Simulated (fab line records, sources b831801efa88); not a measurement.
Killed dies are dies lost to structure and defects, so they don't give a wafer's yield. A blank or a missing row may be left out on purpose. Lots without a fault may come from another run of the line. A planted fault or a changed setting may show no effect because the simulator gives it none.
A struck lot beside a sound one | flow gf180mcu | 27 steps out of a route of 602
Sound: wafers L615.1, L615.2, L615.3. Struck: wafers L630.1, L630.3, L630.6. The cause comes at the end.
At each step with rows: each side's tool, then ch and its chambers, then its first start. Under that, the readings that differ: sound wafers | struck wafers | difference of the means | sigmas: that difference in standard deviations of wafers without a fault.
alike: readings whose means differ by less than 2 such deviations, and words and numbers that are the same on both sides. not compared: withheld readings, readings that some wafer has no value for, bounds like >300 that may hide the same value, and numbers for which the record gives no deviation and whose values overlap.
The two part at a step that has a row with sigmas, a row that says differs or no value, or rows on one side only. Numbers that don't overlap but have no deviation are shown without sigmas and don't part them. A reading that every wafer of one side lacks parts them only if that side has two wafers or more.

GF_NWELL_STRIP_10: strips in O2/N2.
  sound on plasma_asher-03 ch 0,1, day 3 07:44; struck on plasma_asher-02 ch 0,1, day 6 20:42
  reading                      | sound             | struck            | difference | sigmas
  strip_time_to_endpoint_s (s) | 36.94 37.06 37.02 | 37.22 37.30 37.19 | +0.23      | +2
  alike: drypump_motor_current_A, heater_power_w, oes_product_au
  not compared: rf_hours_counter_h
GF_NWELL_TW_MEAS_11:
  sound on film_metro-04, day 3 07:50; struck on film_metro-03, day 6 20:48
  alike: NWELL_TW
then, 7 steps without rows for these wafers: GF_LVPWELL_DEHYDRATE_00 (time 60 s); GF_LVPWELL_HMDS_01 (prime time 60 s); GF_LVPWELL_COAT_02 (resist thk 3000 nm); GF_LVPWELL_SOFTBAKE_03; GF_LVPWELL_EXPOSE_04 (exposes mask LVPWELL, target cd 600 nm); GF_LVPWELL_PEB_05; GF_LVPWELL_DEVELOP_06 (develop time 60 s).
GF_LVPWELL_OVL_MEAS_07:
  sound on overlay-02, day 3 20:09; struck on overlay-02, day 7 12:00
  alike: LVPWELL_OVL
then, 2 steps without rows for these wafers: GF_LVPWELL_IMPLANT_08; GF_LVPWELL_IMPLANT_09.
GF_LVPWELL_STRIP_10: strips in O2/N2.
  sound on plasma_asher-04 ch 0,1, day 3 20:29; struck on plasma_asher-04 ch 0,1, day 7 12:20
  reading                                   | sound             | struck            | difference                    | sigmas
  oes_product_au (a.u.)                     | 0.722 0.717 0.721 | 0.944 0.931 0.944 | +0.220                        | +46
  strip_time_to_endpoint_s (s)              | 37.09 37.01 37.12 | - - -             | no value on the struck wafers |
  model.coat_of_LVPWELL_COAT_02.thk_nm (nm) | 0 0 0             | 1421 1424 1424    | +1423                         |
  alike: drypump_motor_current_A, heater_power_w
  not compared: rf_hours_counter_h
GF_LVPWELL_TW_MEAS_11:
  sound on film_metro-01, day 3 20:35; struck on film_metro-03, day 7 12:26
  alike: LVPWELL_TW
then, 7 steps without rows for these wafers: GF_MVSD_DEHYDRATE_00 (time 60 s); GF_MVSD_HMDS_01 (prime time 60 s); GF_MVSD_COAT_02 (resist thk 3000 nm); GF_MVSD_SOFTBAKE_03; GF_MVSD_EXPOSE_04 (exposes mask MVSD, target cd 1000 nm); GF_MVSD_PEB_05; GF_MVSD_DEVELOP_06 (develop time 60 s).
GF_MVSD_OVL_MEAS_07:
  sound on overlay-01, day 4 09:16; struck on overlay-02, day 8 03:55
  alike: MVSD_OVL
then, 2 steps without rows for these wafers: GF_MVSD_IMPLANT_08; GF_MVSD_IMPLANT_09.
GF_MVSD_STRIP_10: strips in O2/N2.
  sound on plasma_asher-02 ch 0,1, day 4 09:37; struck on plasma_asher-03 ch 0,1, day 8 04:15
  reading                      | sound             | struck            | difference | sigmas
  oes_product_au (a.u.)        | 0.718 0.718 0.719 | 0.728 0.725 0.732 | +0.010     | +2
  strip_time_to_endpoint_s (s) | 37.00 37.04 37.00 | 58.09 58.12 58.00 | +21.06     | +99 or more
  alike: drypump_motor_current_A, heater_power_w
  not compared: rf_hours_counter_h
GF_MVSD_TW_MEAS_11:
  sound on film_metro-03, day 4 09:43; struck on film_metro-01, day 8 04:21
  reading | sound          | struck   | difference | sigmas
  MVSD_TW | 1579 1585 1590 | 29 29 29 | -1556      | -78
then, 1 step without rows for these wafers: GF_MVPSD_DEHYDRATE_00 (time 60 s).

WHERE THEY PART
First at GF_NWELL_STRIP_10; last, within this record, at GF_MVSD_TW_MEAS_11.

WHY: what the simulator had put in
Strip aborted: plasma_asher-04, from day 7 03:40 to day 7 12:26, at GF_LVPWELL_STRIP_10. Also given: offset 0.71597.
